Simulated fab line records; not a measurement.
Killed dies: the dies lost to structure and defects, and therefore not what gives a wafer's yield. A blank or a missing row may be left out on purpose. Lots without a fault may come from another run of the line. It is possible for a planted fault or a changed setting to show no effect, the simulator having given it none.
The tool behind it: which one? :: flow sky130 :: 15 lots with 45 wafers sampled at 2 steps, on a route of 708 steps

== WHAT THE GAUGES READ, wafer by wafer ==
Not one reading of a measure or inspect step in the record can be checked against a usual standard deviation.

== TOOL THAT RAN EACH LOT (tool first, then ch and the chambers of the sampled wafers, then the start) ==
lot: L742
SKY_PASSIVATION_ETCH_11: rie_diel-04 ch 1,2, day 44 10:30
SKY_PASSIVATION_STRIP_12: plasma_asher-01 ch 1, day 44 10:36

lot: L744
SKY_PASSIVATION_ETCH_11: rie_diel-02 ch 0,1, day 45 10:18
SKY_PASSIVATION_STRIP_12: plasma_asher-02 ch 0,1, day 45 10:24

lot: L746
SKY_PASSIVATION_ETCH_11: rie_diel-03 ch 0,1, day 45 21:10
SKY_PASSIVATION_STRIP_12: plasma_asher-02 ch 0,1, day 45 21:17

lot: L747
SKY_PASSIVATION_ETCH_11: rie_diel-03 ch 0,1,3, day 45 23:24
SKY_PASSIVATION_STRIP_12: plasma_asher-02 ch 0,1, day 45 23:30

lot: L748
SKY_PASSIVATION_ETCH_11: rie_diel-02 ch 1,2,3, day 46 12:00
SKY_PASSIVATION_STRIP_12: plasma_asher-01 ch 0,1, day 46 12:06

lot: L749
SKY_PASSIVATION_ETCH_11: rie_diel-03 ch 1,2, day 46 14:45
SKY_PASSIVATION_STRIP_12: plasma_asher-04 ch 0,1, day 46 14:51

lot: L750
SKY_PASSIVATION_ETCH_11: rie_diel-04 ch 0,2,3, day 46 20:33
SKY_PASSIVATION_STRIP_12: plasma_asher-04 ch 0,1, day 46 20:39

lot: L751
SKY_PASSIVATION_ETCH_11: rie_diel-04 ch 2,3, day 47 02:48
SKY_PASSIVATION_STRIP_12: plasma_asher-02 ch 0,1, day 47 02:56

lot: L756
SKY_PASSIVATION_ETCH_11: rie_diel-02 ch 0,1,2, day 48 07:17
SKY_PASSIVATION_STRIP_12: plasma_asher-04 ch 0,1, day 48 07:24

lot: L758
SKY_PASSIVATION_ETCH_11: rie_diel-02 ch 0,2, day 48 15:43
SKY_PASSIVATION_STRIP_12: plasma_asher-02 ch 1, day 48 15:53

lot: L759
SKY_PASSIVATION_ETCH_11: rie_diel-02 ch 0,2,3, day 48 21:30
SKY_PASSIVATION_STRIP_12: plasma_asher-02 ch 0,1, day 48 21:36

lot: L762
SKY_PASSIVATION_ETCH_11: rie_diel-03 ch 0,1,2, day 49 15:16
SKY_PASSIVATION_STRIP_12: plasma_asher-01 ch 0,1, day 49 15:25

lot: L763
SKY_PASSIVATION_ETCH_11: rie_diel-02 ch 0,1,2, day 50 00:13
SKY_PASSIVATION_STRIP_12: plasma_asher-01 ch 0,1, day 50 00:20

lot: L764
SKY_PASSIVATION_ETCH_11: rie_diel-04 ch 1,2,3, day 50 05:40
SKY_PASSIVATION_STRIP_12: plasma_asher-01 ch 0,1, day 50 05:47

lot: L765
SKY_PASSIVATION_ETCH_11: rie_diel-04 ch 1,2,3, day 50 12:13
SKY_PASSIVATION_STRIP_12: plasma_asher-01 ch 0,1, day 50 12:20
- SKY_PASSIVATION_ETCH_11: etches the open film in CF4/O2, stops on AlCu, target depth 725 nm, time 161.1 s.
- SKY_PASSIVATION_STRIP_12: strips in O2/N2.

== WHAT THE TOOLS THEMSELVES READ (means of the sampled wafers that have a number; where no wafer has one, the mark that the record gives instead) ==
SKY_PASSIVATION_ETCH_11.
lot: L742
tool: rie_diel-04
O2_flow_sccm (sccm): 10.022
bias_w (W): 150.2
drypump_motor_current_A (A): 6.8
oes_product_au (a.u.): 0.979
throttle_valve_pct (%): 5.974

lot: L744
tool: rie_diel-02
O2_flow_sccm (sccm): 9.978
bias_w (W): 150.2
drypump_motor_current_A (A): 5.7
oes_product_au (a.u.): 0.983
throttle_valve_pct (%): 5.966

lot: L746
tool: rie_diel-03
O2_flow_sccm (sccm): 9.988
bias_w (W): 150.4
drypump_motor_current_A (A): 5.4
oes_product_au (a.u.): 0.977
throttle_valve_pct (%): 5.953

lot: L747
tool: rie_diel-03
O2_flow_sccm (sccm): 9.990
bias_w (W): 149.5
drypump_motor_current_A (A): 5.9
oes_product_au (a.u.): 0.969
throttle_valve_pct (%): 5.963

lot: L748
tool: rie_diel-02
O2_flow_sccm (sccm): 10.019
bias_w (W): 150.0
drypump_motor_current_A (A): 6.0
oes_product_au (a.u.): 0.978
throttle_valve_pct (%): 5.965

lot: L749
tool: rie_diel-03
O2_flow_sccm (sccm): 10.014
bias_w (W): 150.1
drypump_motor_current_A (A): 5.2
oes_product_au (a.u.): 0.986
throttle_valve_pct (%): 5.964

lot: L750
tool: rie_diel-04
O2_flow_sccm (sccm): 9.957
bias_w (W): 150.2
drypump_motor_current_A (A): 5.9
oes_product_au (a.u.): 0.988
throttle_valve_pct (%): 5.964

lot: L751
tool: rie_diel-04
O2_flow_sccm (sccm): 10.013
bias_w (W): 149.7
drypump_motor_current_A (A): 6.2
oes_product_au (a.u.): 0.987
throttle_valve_pct (%): 5.961

lot: L756
tool: rie_diel-02
O2_flow_sccm (sccm): -
bias_w (W): -
drypump_motor_current_A (A): -
oes_product_au (a.u.): -
throttle_valve_pct (%): -

lot: L758
tool: rie_diel-02
O2_flow_sccm (sccm): -
bias_w (W): -
drypump_motor_current_A (A): -
oes_product_au (a.u.): -
throttle_valve_pct (%): -

lot: L759
tool: rie_diel-02
O2_flow_sccm (sccm): -
bias_w (W): -
drypump_motor_current_A (A): -
oes_product_au (a.u.): -
throttle_valve_pct (%): -

lot: L762
tool: rie_diel-03
O2_flow_sccm (sccm): 10.012
bias_w (W): 150.3
drypump_motor_current_A (A): 5.4
oes_product_au (a.u.): 0.977
throttle_valve_pct (%): 5.958

lot: L763
tool: rie_diel-02
O2_flow_sccm (sccm): 9.952
bias_w (W): 149.9
drypump_motor_current_A (A): 5.8
oes_product_au (a.u.): 0.971
throttle_valve_pct (%): 5.966

lot: L764
tool: rie_diel-04
O2_flow_sccm (sccm): 10.011
bias_w (W): 149.9
drypump_motor_current_A (A): 6.2
oes_product_au (a.u.): 0.975
throttle_valve_pct (%): 5.967

lot: L765
tool: rie_diel-04
O2_flow_sccm (sccm): 9.990
bias_w (W): 150.0
drypump_motor_current_A (A): 6.2
oes_product_au (a.u.): 0.974
throttle_valve_pct (%): 5.969

SKY_PASSIVATION_STRIP_12.
lot: L742
tool: plasma_asher-01
drypump_motor_current_A (A): 6.3
oes_product_au (a.u.): 0.659
strip_time_to_endpoint_s (s): 31.55

lot: L744
tool: plasma_asher-02
drypump_motor_current_A (A): 5.8
oes_product_au (a.u.): 0.655
strip_time_to_endpoint_s (s): 31.52

lot: L746
tool: plasma_asher-02
drypump_motor_current_A (A): 5.6
oes_product_au (a.u.): 0.662
strip_time_to_endpoint_s (s): 31.36

lot: L747
tool: plasma_asher-02
drypump_motor_current_A (A): 5.8
oes_product_au (a.u.): 0.662
strip_time_to_endpoint_s (s): 31.59

lot: L748
tool: plasma_asher-01
drypump_motor_current_A (A): 5.4
oes_product_au (a.u.): 0.661
strip_time_to_endpoint_s (s): 31.40

lot: L749
tool: plasma_asher-04
drypump_motor_current_A (A): 6.0
oes_product_au (a.u.): 0.662
strip_time_to_endpoint_s (s): 31.58

lot: L750
tool: plasma_asher-04
drypump_motor_current_A (A): 6.3
oes_product_au (a.u.): 0.662
strip_time_to_endpoint_s (s): 31.57

lot: L751
tool: plasma_asher-02
drypump_motor_current_A (A): 5.8
oes_product_au (a.u.): 0.661
strip_time_to_endpoint_s (s): 31.56

lot: L756
tool: plasma_asher-04
drypump_motor_current_A (A): 6.1
oes_product_au (a.u.): 0.665
strip_time_to_endpoint_s (s): 36.83

lot: L758
tool: plasma_asher-02
drypump_motor_current_A (A): 5.5
oes_product_au (a.u.): 0.666
strip_time_to_endpoint_s (s): 37.05

lot: L759
tool: plasma_asher-02
drypump_motor_current_A (A): 5.6
oes_product_au (a.u.): 0.669
strip_time_to_endpoint_s (s): 36.90

lot: L762
tool: plasma_asher-01
drypump_motor_current_A (A): 5.8
oes_product_au (a.u.): 0.661
strip_time_to_endpoint_s (s): 31.51

lot: L763
tool: plasma_asher-01
drypump_motor_current_A (A): 5.4
oes_product_au (a.u.): 0.664
strip_time_to_endpoint_s (s): 31.42

lot: L764
tool: plasma_asher-01
drypump_motor_current_A (A): 5.4
oes_product_au (a.u.): 0.661
strip_time_to_endpoint_s (s): 31.55

lot: L765
tool: plasma_asher-01
drypump_motor_current_A (A): 5.3
oes_product_au (a.u.): 0.656
strip_time_to_endpoint_s (s): 31.51

== THE ANSWER, worked out from the rows above alone ==
Rule: usual is defined by the lots themselves. Put in order of their means at a reading, lots are off if they are a third of the lots or fewer, leave a main group of 4 or more, and stand apart from it by a gap of 3 or more times the standard deviation of the main group's means; of several such gaps the widest counts. Not used: any main group whose means are identical at the precision the tables above print for the reading. A lot without any number at a reading at which 4 lots or more have one is off too. Where the step has rows for the other lots, those lots are counted as sound. After the gauges, taken in route order, come the tools' own readings; for these a lot's mean is taken, as printed above. The first step at which some lot is off is used, and at that step the reading that is off furthest; a lot without a number counts as furthest.
Off: L756, L758, L759, at SKY_PASSIVATION_ETCH_11 (O2_flow_sccm). Without a number there: L756, L758, L759. For the main group the mean is 9.995 sccm and the standard deviation 0.023.
If a tool, at that step or one of the process steps before it, ran each lot that is off and ran no sound lot following the first of them, it fits. Not one of the candidates tried fits.

== WHAT THE SIMULATOR PUT IN ==
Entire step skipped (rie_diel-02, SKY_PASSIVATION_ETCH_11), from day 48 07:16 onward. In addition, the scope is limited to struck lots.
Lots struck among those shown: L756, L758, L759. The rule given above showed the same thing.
